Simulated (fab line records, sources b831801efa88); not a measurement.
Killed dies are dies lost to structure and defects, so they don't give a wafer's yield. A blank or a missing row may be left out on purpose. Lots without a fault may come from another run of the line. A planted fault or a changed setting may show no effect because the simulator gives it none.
Chamber matching | flow gf180mcu | GF_V3_ETCH_16 on rie_diel-03: 4 sister chambers
The step etches BARC in N2/H2. 18 wafers are shown with their chamber, then 9 later ones without.

WAFERS WITH THEIR CHAMBER
wafer  | chamber | drypump_motor_current_A (A) | oes_product_au (a.u.) | throttle_valve_pct (%)
L076.1 | 1       | 5.8                         | 0.850                 | 13.235
L076.2 | 0       | 5.5                         | 0.854                 | 13.219
L076.3 | 2       | 6.2                         | 0.853                 | 13.243
L077.4 | 2       | 6.1                         | 0.852                 | 13.220
L077.5 | 1       | 5.8                         | 0.855                 | 13.228
L077.6 | 0       | 5.5                         | 0.848                 | 13.236
L081.2 | 2       | 6.1                         | 0.848                 | 13.218
L081.4 | 1       | 5.8                         | 0.854                 | 13.227
L081.6 | 1       | 5.8                         | 0.849                 | 13.203
L084.3 | 3       | 6.3                         | 0.844                 | 13.222
L084.4 | 1       | 5.8                         | 0.844                 | 13.234
L084.5 | 1       | 5.7                         | 0.850                 | 13.234
L085.2 | 2       | 6.1                         | 0.856                 | 13.221
L085.3 | 3       | 6.2                         | 0.852                 | 13.233
L085.5 | 1       | 5.8                         | 0.856                 | 13.229
L087.1 | 2       | 6.2                         | 0.855                 | 13.228
L087.2 | 0       | 5.5                         | 0.842                 | 13.224
L087.5 | 1       | 5.8                         | 0.844                 | 13.223

SIGNATURES (means of the wafers above)
reading                 | chamber 0 | chamber 1 | chamber 2 | chamber 3 | scatter within a chamber
drypump_motor_current_A | 5.500     | 5.787     | 6.140     | 6.250     | 0.0429
oes_product_au          | 0.84800   | 0.85025   | 0.85280   | 0.84800   | 0.00457
throttle_valve_pct      | 13.22633  | 13.22663  | 13.22600  | 13.22750  | 0.00996
Rule: a wafer's distance from a chamber is the root of the sum, over the readings, of the square of ((its reading less the chamber's mean) divided by the reading's scatter). The wafer belongs to the nearest chamber; if the next one is less than 2 further off, it can't be placed. The scatter: the root of (the sum of the squares of (reading less its chamber's mean) over the shown wafers, divided by (wafers less chambers)).

WAFERS WITHOUT THEIR CHAMBER
wafer  | drypump_motor_current_A (A) | oes_product_au (a.u.) | throttle_valve_pct (%)
L096.1 | 5.5                         | 0.852                 | 13.241
L096.2 | 6.3                         | 0.862                 | 13.233
L096.3 | 5.8                         | 0.852                 | 13.218
L096.4 | 6.1                         | 0.851                 | 13.221
L096.5 | 5.5                         | 0.843                 | 13.215
L096.6 | 5.8                         | 0.849                 | 13.231
L097.4 | 5.5                         | 0.853                 | 13.229
L097.5 | 5.8                         | 0.859                 | 13.220
L097.6 | 6.1                         | 0.862                 | 13.225

WHICH CHAMBER EACH WENT THROUGH
wafer  | from the rows above     | in truth
L096.1 | 0                       | 0
L096.2 | can't be placed: 3 or 2 | 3
L096.3 | 1                       | 1
L096.4 | 2                       | 2
L096.5 | 0                       | 0
L096.6 | 1                       | 1
L097.4 | 0                       | 0
L097.5 | 1                       | 1
L097.6 | 2                       | 2
Placed correctly: 8 of 9. Can't be placed from these rows: 1 (the true chamber is among the candidates in 1). Placed wrongly: 0.
